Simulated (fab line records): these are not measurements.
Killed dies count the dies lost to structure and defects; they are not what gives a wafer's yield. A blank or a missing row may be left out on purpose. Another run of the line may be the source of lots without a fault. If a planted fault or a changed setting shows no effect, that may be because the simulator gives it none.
Matching of chambers | flow gf180mcu | GF_SAB_ETCH_11 on rie_diel-04: 4 sister chambers
The step etches SiO2 in C4F8/O2/Ar, target depth 55 nm, time 8.5 s. 14 wafers are shown with their chamber, then 7 later ones without.

## WAFERS, EACH WITH ITS CHAMBER
wafer  | chamber | oes_product_au (a.u.)
L504.2 | 0       | 1.006
L504.3 | 3       | 0.972
L504.5 | 3       | 0.971
L506.2 | 1       | 0.985
L506.5 | 2       | 1.023
L506.6 | 1       | 0.991
L509.1 | 1       | 0.977
L509.3 | 2       | 1.024
L509.4 | 3       | 0.981
L512.1 | 1       | 0.994
L512.3 | 3       | 0.995
L512.4 | 3       | 0.985
L514.1 | 1       | 0.993
L514.3 | 3       | 0.990

SIGNATURES, as means of the wafers listed above
reading        | chamber 0 | chamber 1 | chamber 2 | chamber 3 | scatter within a chamber
oes_product_au | 1.00600   | 0.98800   | 1.02350   | 0.98233   | 0.00815
Rule: for each reading, subtract the chamber's mean from the wafer's reading, divide by that reading's scatter and square the result; add these up over the readings and take the root, which gives the wafer's distance from the chamber. If the next closest chamber is less than 2 further off than the closest, the wafer can't be placed; otherwise it belongs to the closest. How the scatter is found: for the shown wafers, subtract from each reading the mean of its chamber, square and add these, divide the total by (wafers less chambers), then take the root.

## WAFERS MISSING THEIR CHAMBER
wafer  | oes_product_au (a.u.)
L514.4 | 0.999
L523.2 | 1.015
L523.5 | 0.993
L523.6 | 0.992
L525.4 | 0.997
L525.5 | 1.005
L525.6 | 0.983

## WHICH CHAMBER EACH ONE RAN IN
wafer  | from the rows above          | in truth
L514.4 | can't be placed: 0 or 1 or 3 | 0
L523.2 | can't be placed: 2 or 0      | 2
L523.5 | can't be placed: 1 or 3 or 0 | 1
L523.6 | can't be placed: 1 or 3 or 0 | 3
L525.4 | can't be placed: 0 or 1 or 3 | 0
L525.5 | can't be placed: 0 or 1      | 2
L525.6 | can't be placed: 3 or 1      | 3
Correct placement for 0 of the 7. From these rows, 7 cannot be placed; in 6 the true chamber is one of the candidates. Placed wrongly: 0.
